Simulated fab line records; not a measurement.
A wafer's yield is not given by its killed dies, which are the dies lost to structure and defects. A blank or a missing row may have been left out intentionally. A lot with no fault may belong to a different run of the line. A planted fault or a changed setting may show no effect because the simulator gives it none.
fab line records | flow gf180mcu
record lots=7 | wafers=21 | last_day=34
route steps=602 shown M3@409
lots with no fault: from the same line, run without faults
start_h: start of the lot's first displayed wafer, in hours after the record's first day | wait_h: how many hours have passed since the lot's step before this one | " same as the row above | L1.1+2: one row covering several wafers at once | - no value, or no start was given | * or withheld: withheld | < > ~ a bound
route shown NAME@n: NAME is a module with steps in the file, n the number in the route of the first one | usual: average and standard deviation across the fault-free wafers | same: alike in all rows | chamber/n: place in a boat | sites: per-site readings | _std_site: standard deviation across them | _edge_site: inner sites' mean taken away from outer sites' mean | radius_mm: how far each site lies from the wafer's centre | mask NAME#n: copy n | behind: the tool/chamber that last shaped the wafer | hold: why the lot was held/for how many hours/how that ended | device: which transistor (n, p or np) failed to switch | end of line: at the end of the route, the tests of the same wafers | a step given without rows: its recipe and nothing more | killed: at the first sort, the dies lost to defects and structure; wafer yield is something else | map: per-die view of a wafer (x killed, . not killed, _ where there is no die)
set.NAME: the setting as run; set.NAME@STEP: as run at that earlier step | model.NAME: the simulator's own value behind a step, which no gauge read
lots at some steps of the route; a table a step, a row a wafer
services: the hour from which a tool's chamber was out of use, counted from the record's first day as start_h (under 0 if before that day), plus the number of hours and why
## steps
# step GF_M3_SPUTTER_00
# recipe material=Ti | target_thk_nm=37.5 | arriving_ion_energy_ev=80 | substrate_temp_c=200 | chamber_pressure_pa=2 | power_w=4000 | time_s=150
# usual throttle_valve_pct=29.9/1.2
lot.wafer | tool           | chamber | start_h | wait_h | throttle_valve_pct
L862.2    | pvd_sputter-01 | -       | 477.51  | 0.2    | 31.9
L862.3    | "              | -       | "       | "      | 30.7
L862.5    | "              | -       | "       | "      | 29.0
L869.1    | pvd_sputter-01 | -       | 557.56  | 0.2    | 30.5
L869.3    | "              | -       | "       | "      | 29.4
L869.4    | "              | -       | "       | "      | 31.6
L871.1    | pvd_sputter-01 | -       | 564.64  | 0.1    | 29.3
L871.3    | "              | -       | "       | "      | 28.5
L871.6    | "              | -       | "       | "      | 30.3
L870.2    | pvd_sputter-01 | -       | 567.90  | 0.1    | 31.6
L870.4    | "              | -       | "       | "      | 29.3
L870.5    | "              | -       | "       | "      | 31.4
L872.2    | pvd_sputter-01 | -       | 571.28  | 0.2    | 29.3
L872.5    | "              | -       | "       | "      | 31.6
L872.6    | "              | -       | "       | "      | 29.6
L878.1    | pvd_sputter-02 | -       | 611.20  | 0.1    | 29.1
L878.2    | "              | -       | "       | "      | 31.2
L878.5    | "              | -       | "       | "      | 30.9
L880.1    | pvd_sputter-01 | -       | 634.69  | 0.1    | 30.6
L880.3    | "              | -       | "       | "      | 28.9
L880.4    | "              | -       | "       | "      | 29.3
# step GF_M3_SPUTTER_01
# recipe material=TiN | target_thk_nm=30 | power_w=6500 | time_s=25 | chamber_pressure_pa=0.4
# usual throttle_valve_pct=29.9/1.2
lot.wafer | tool           | chamber | start_h | wait_h | throttle_valve_pct
L862.2    | pvd_sputter-01 | -       | 477.61  | 0.1    | 31.7
L862.3    | "              | -       | "       | "      | 30.4
L862.5    | "              | -       | "       | "      | 29.6
L869.1    | pvd_sputter-01 | -       | 557.66  | 0.1    | 30.6
L869.3    | "              | -       | "       | "      | 29.4
L869.4    | "              | -       | "       | "      | 31.8
L871.1    | pvd_sputter-01 | -       | 564.74  | 0.1    | 29.4
L871.3    | "              | -       | "       | "      | 28.6
L871.6    | "              | -       | "       | "      | 30.5
L870.2    | pvd_sputter-01 | -       | 568.00  | 0.1    | 31.7
L870.4    | "              | -       | "       | "      | 29.6
L870.5    | "              | -       | "       | "      | 31.6
L872.2    | pvd_sputter-01 | -       | 571.38  | 0.1    | 29.4
L872.5    | "              | -       | "       | "      | 31.6
L872.6    | "              | -       | "       | "      | 29.5
L878.1    | pvd_sputter-02 | -       | 611.30  | 0.1    | 28.8
L878.2    | "              | -       | "       | "      | 31.4
L878.5    | "              | -       | "       | "      | 31.4
L880.1    | pvd_sputter-01 | -       | 634.79  | 0.1    | 30.6
L880.3    | "              | -       | "       | "      | 28.9
L880.4    | "              | -       | "       | "      | 29.2
# step GF_M3_SPUTTER_02
# recipe material=AlCu | target_thk_nm=450 | power_w=10600 | time_s=23.9 | chamber_pressure_pa=0.4
# usual throttle_valve_pct=29.9/1.2
lot.wafer | tool           | chamber | start_h | wait_h | throttle_valve_pct
L862.2    | pvd_sputter-01 | -       | 477.64  | 0.0    | 31.7
L862.3    | "              | -       | "       | "      | 30.5
L862.5    | "              | -       | "       | "      | 29.6
L869.1    | pvd_sputter-01 | -       | 557.69  | 0.0    | 30.6
L869.3    | "              | -       | "       | "      | 29.3
L869.4    | "              | -       | "       | "      | 31.7
L871.1    | pvd_sputter-01 | -       | 564.77  | 0.0    | 29.2
L871.3    | "              | -       | "       | "      | 28.6
L871.6    | "              | -       | "       | "      | 30.3
L870.2    | pvd_sputter-01 | -       | 568.03  | 0.0    | 32.0
L870.4    | "              | -       | "       | "      | 29.1
L870.5    | "              | -       | "       | "      | 31.7
L872.2    | pvd_sputter-01 | -       | 571.41  | 0.0    | 29.5
L872.5    | "              | -       | "       | "      | 31.8
L872.6    | "              | -       | "       | "      | 29.2
L878.1    | pvd_sputter-02 | -       | 611.33  | 0.0    | 28.7
L878.2    | "              | -       | "       | "      | 31.3
L878.5    | "              | -       | "       | "      | 31.2
L880.1    | pvd_sputter-01 | -       | 634.82  | 0.0    | 30.6
L880.3    | "              | -       | "       | "      | 28.9
L880.4    | "              | -       | "       | "      | 29.5
# step GF_M3_SPUTTER_03
# recipe material=Ti | target_thk_nm=10 | substrate_temp_c=300 | chamber_pressure_pa=0.3 | power_w=3000 | time_s=6.7
# usual throttle_valve_pct=29.9/1.1
lot.wafer | tool           | chamber | start_h | wait_h | throttle_valve_pct
L862.2    | pvd_sputter-01 | -       | 477.67  | 0.0    | 31.7
L862.3    | "              | -       | "       | "      | 30.6
L862.5    | "              | -       | "       | "      | 29.0
L869.1    | pvd_sputter-01 | -       | 557.72  | 0.0    | 30.7
L869.3    | "              | -       | "       | "      | 29.3
L869.4    | "              | -       | "       | "      | 31.5
L871.1    | pvd_sputter-01 | -       | 564.80  | 0.0    | 29.4
L871.3    | "              | -       | "       | "      | 28.9
L871.6    | "              | -       | "       | "      | 30.6
L870.2    | pvd_sputter-01 | -       | 568.06  | 0.0    | 31.8
L870.4    | "              | -       | "       | "      | 29.2
L870.5    | "              | -       | "       | "      | 31.7
L872.2    | pvd_sputter-01 | -       | 571.44  | 0.0    | 29.3
L872.5    | "              | -       | "       | "      | 31.9
L872.6    | "              | -       | "       | "      | 29.5
L878.1    | pvd_sputter-02 | -       | 611.36  | 0.0    | 29.2
L878.2    | "              | -       | "       | "      | 31.3
L878.5    | "              | -       | "       | "      | 31.1
L880.1    | pvd_sputter-01 | -       | 634.85  | 0.0    | 30.6
L880.3    | "              | -       | "       | "      | 28.8
L880.4    | "              | -       | "       | "      | 29.4
# step GF_M3_SPUTTER_04
# recipe material=TiN | target_thk_nm=50 | power_w=6500 | time_s=41.7 | chamber_pressure_pa=0.4
# usual throttle_valve_pct=29.9/1.2
lot.wafer | tool           | chamber | start_h | wait_h | throttle_valve_pct
L862.2    | pvd_sputter-01 | -       | 477.69  | 0.0    | 31.7
L862.3    | "              | -       | "       | "      | 30.7
L862.5    | "              | -       | "       | "      | 29.6
L869.1    | pvd_sputter-01 | -       | 557.74  | 0.0    | 30.7
L869.3    | "              | -       | "       | "      | 29.4
L869.4    | "              | -       | "       | "      | 31.6
L871.1    | pvd_sputter-01 | -       | 564.82  | 0.0    | 29.1
L871.3    | "              | -       | "       | "      | 28.6
L871.6    | "              | -       | "       | "      | 30.2
L870.2    | pvd_sputter-01 | -       | 568.08  | 0.0    | 31.7
L870.4    | "              | -       | "       | "      | 29.1
L870.5    | "              | -       | "       | "      | 31.5
L872.2    | pvd_sputter-01 | -       | 571.46  | 0.0    | 29.3
L872.5    | "              | -       | "       | "      | 31.7
L872.6    | "              | -       | "       | "      | 29.5
L878.1    | pvd_sputter-02 | -       | 611.38  | 0.0    | 29.0
L878.2    | "              | -       | "       | "      | 31.4
L878.5    | "              | -       | "       | "      | 30.9
L880.1    | pvd_sputter-01 | -       | 634.87  | 0.0    | 30.4
L880.3    | "              | -       | "       | "      | 28.7
L880.4    | "              | -       | "       | "      | 29.3
# step GF_M3_RS_MEAS_05
# recipe thk_meas_gauge=four-point-probe | reads=TiN_of_M3_SPUTTER_04+Ti_of_M3_SPUTTER_03+AlCu_of_M3_SPUTTER_02+TiN_of_M3_SPUTTER_01+Ti_of_M3_SPUTTER_00
# usual M3_ALCU_RS=0.0694/0.00079
lot.wafer | tool          | chamber | start_h | wait_h | M3_ALCU_RS[ohm/sq]
L862.2    | film_metro-02 | -       | 477.75  | 0.0    | 0.0681
L862.3    | "             | -       | "       | "      | 0.0692
L862.5    | "             | -       | "       | "      | 0.0689
L869.1    | film_metro-03 | -       | 557.78  | 0.0    | 0.0703
L869.3    | "             | -       | "       | "      | 0.0703
L869.4    | "             | -       | "       | "      | 0.0695
L871.1    | film_metro-03 | -       | 564.86  | 0.0    | 0.0700
L871.3    | "             | -       | "       | "      | 0.0695
L871.6    | "             | -       | "       | "      | 0.0702
L870.2    | film_metro-03 | -       | 568.14  | 0.0    | 0.0700
L870.4    | "             | -       | "       | "      | 0.0709
L870.5    | "             | -       | "       | "      | 0.0698
L872.2    | film_metro-03 | -       | 571.52  | 0.0    | 0.0688
L872.5    | "             | -       | "       | "      | 0.0683
L872.6    | "             | -       | "       | "      | 0.0692
L878.1    | film_metro-02 | -       | 611.42  | 0.0    | 0.0696
L878.2    | "             | -       | "       | "      | 0.0700
L878.5    | "             | -       | "       | "      | 0.0701
L880.1    | film_metro-03 | -       | 634.91  | 0.0    | 0.0705
L880.3    | "             | -       | "       | "      | 0.0698
L880.4    | "             | -       | "       | "      | 0.0704
# step GF_M3_THK_MEAS_06
# recipe thk_meas_gauge=xrf | reads=AlCu_of_M3_SPUTTER_02
# usual M3_ALCU_THK=451/5.2
lot.wafer | tool          | chamber | start_h | wait_h | M3_ALCU_THK[nm]
L862.2    | film_metro-02 | -       | 477.86  | 0.1    | 458
L862.3    | "             | -       | "       | "      | 448
L862.5    | "             | -       | "       | "      | 454
L869.1    | film_metro-03 | -       | 557.90  | 0.1    | 446
L869.3    | "             | -       | "       | "      | 448
L869.4    | "             | -       | "       | "      | 451
L871.1    | film_metro-03 | -       | 564.98  | 0.1    | 449
L871.3    | "             | -       | "       | "      | 453
L871.6    | "             | -       | "       | "      | 444
L870.2    | film_metro-03 | -       | 568.25  | 0.1    | 447
L870.4    | "             | -       | "       | "      | 442
L870.5    | "             | -       | "       | "      | 449
L872.2    | film_metro-03 | -       | 571.63  | 0.1    | 458
L872.5    | "             | -       | "       | "      | 461
L872.6    | "             | -       | "       | "      | 452
L878.1    | film_metro-02 | -       | 611.54  | 0.1    | 451
L878.2    | "             | -       | "       | "      | 448
L878.5    | "             | -       | "       | "      | 446
L880.1    | film_metro-03 | -       | 635.03  | 0.1    | 443
L880.3    | "             | -       | "       | "      | 448
L880.4    | "             | -       | "       | "      | 441
# step GF_M3_DEHYDRATE_07
# recipe temp_c=200 | time_s=60
# step GF_M3_HMDS_08
# recipe prime_time_s=60 | prime_temp_c=120
# step GF_M3_COAT_09
# recipe resist=KrF | spin_rpm=withheld | resist_thk_nm=1000
# step GF_M3_SOFTBAKE_10
# recipe temp_c=130 | time_s=60 | resist=KrF
# step GF_M3_EXPOSE_11
# recipe mask_id=Metal3 | target_cd_nm=280 | na=0.68 | source_shape=conventional | sigma_outer=0.6 | dose_mj=28
# step GF_M3_PEB_12
# recipe peb_temp_c=135 | peb_time_s=90 | resist=KrF
# usual chill_plate_temp_C=22.99/0.1 | exhaust_pa=45.1/0.95
lot.wafer | tool           | chamber | start_h | wait_h | chill_plate_temp_C | exhaust_pa
L862.2    | litho_track-04 | 0       | 500.86  | -      | 22.99              | 45.3
L862.3    | "              | 0       | "       | "      | 23.02              | 46.2
L862.5    | "              | 0       | "       | "      | 22.85              | 45.6
L869.1    | litho_track-02 | -       | 579.00  | -      | -                  | -
L869.3    | "              | -       | "       | "      | -                  | -
L869.4    | "              | -       | "       | "      | -                  | -
L871.1    | litho_track-02 | -       | 585.40  | -      | -                  | -
L871.3    | "              | -       | "       | "      | -                  | -
L871.6    | "              | -       | "       | "      | -                  | -
L870.2    | litho_track-02 | -       | 589.88  | -      | -                  | -
L870.4    | "              | -       | "       | "      | -                  | -
L870.5    | "              | -       | "       | "      | -                  | -
L872.2    | litho_track-04 | 0       | 592.31  | -      | 23.12              | 45.7
L872.5    | "              | 0       | "       | "      | 22.78              | 46.4
L872.6    | "              | 0       | "       | "      | 22.90              | 45.1
L878.1    | litho_track-02 | 0       | 631.70  | -      | 23.18              | 44.6
L878.2    | "              | 0       | "       | "      | 22.97              | 43.9
L878.5    | "              | 0       | "       | "      | 23.04              | 43.7
L880.1    | litho_track-04 | 0       | 653.78  | -      | 23.08              | 45.4
L880.3    | "              | 0       | "       | "      | 23.03              | 46.3
L880.4    | "              | 0       | "       | "      | 23.08              | 45.4
# step GF_M3_DEVELOP_13
# recipe develop_time_s=60 | dev_temp_c=21
## services
tool           | chamber | start_h | hours | kind
pvd_sputter-02 | -       | 497.53  | 7.3   | repair
pvd_sputter-02 | -       | 507.07  | 1.8   | repair
## key
first_sign step=GF_M3_PEB_12 | reading=tool_record | direction=missing
effect none on later readings
met_at GF_M3_PEB_12
struck_wafers L869.1,L869.3,L869.4,L870.2,L870.4,L870.5,L871.1,L871.3,L871.6
later_rows_left_out L869.1,L869.3,L869.4,L870.2,L870.4,L870.5,L871.1,L871.3,L871.6
sort_left_out L869.1,L869.3,L869.4,L870.2,L870.4,L870.5,L871.1,L871.3,L871.6
fault kind=skipped_step_whole | tool=litho_track-02 | chamber=- | onset_h=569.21 | steps=GF_M3_PEB_12 | scope=struck_lots_only
# sort_left_out: the simulated sort isn't trusted on such a fault, so these wafers' sort isn't shown, and their yield isn't known
# later_rows_left_out: the simulator's readings of these wafers behind a module that went badly wrong aren't trusted and aren't shown, but for the sort
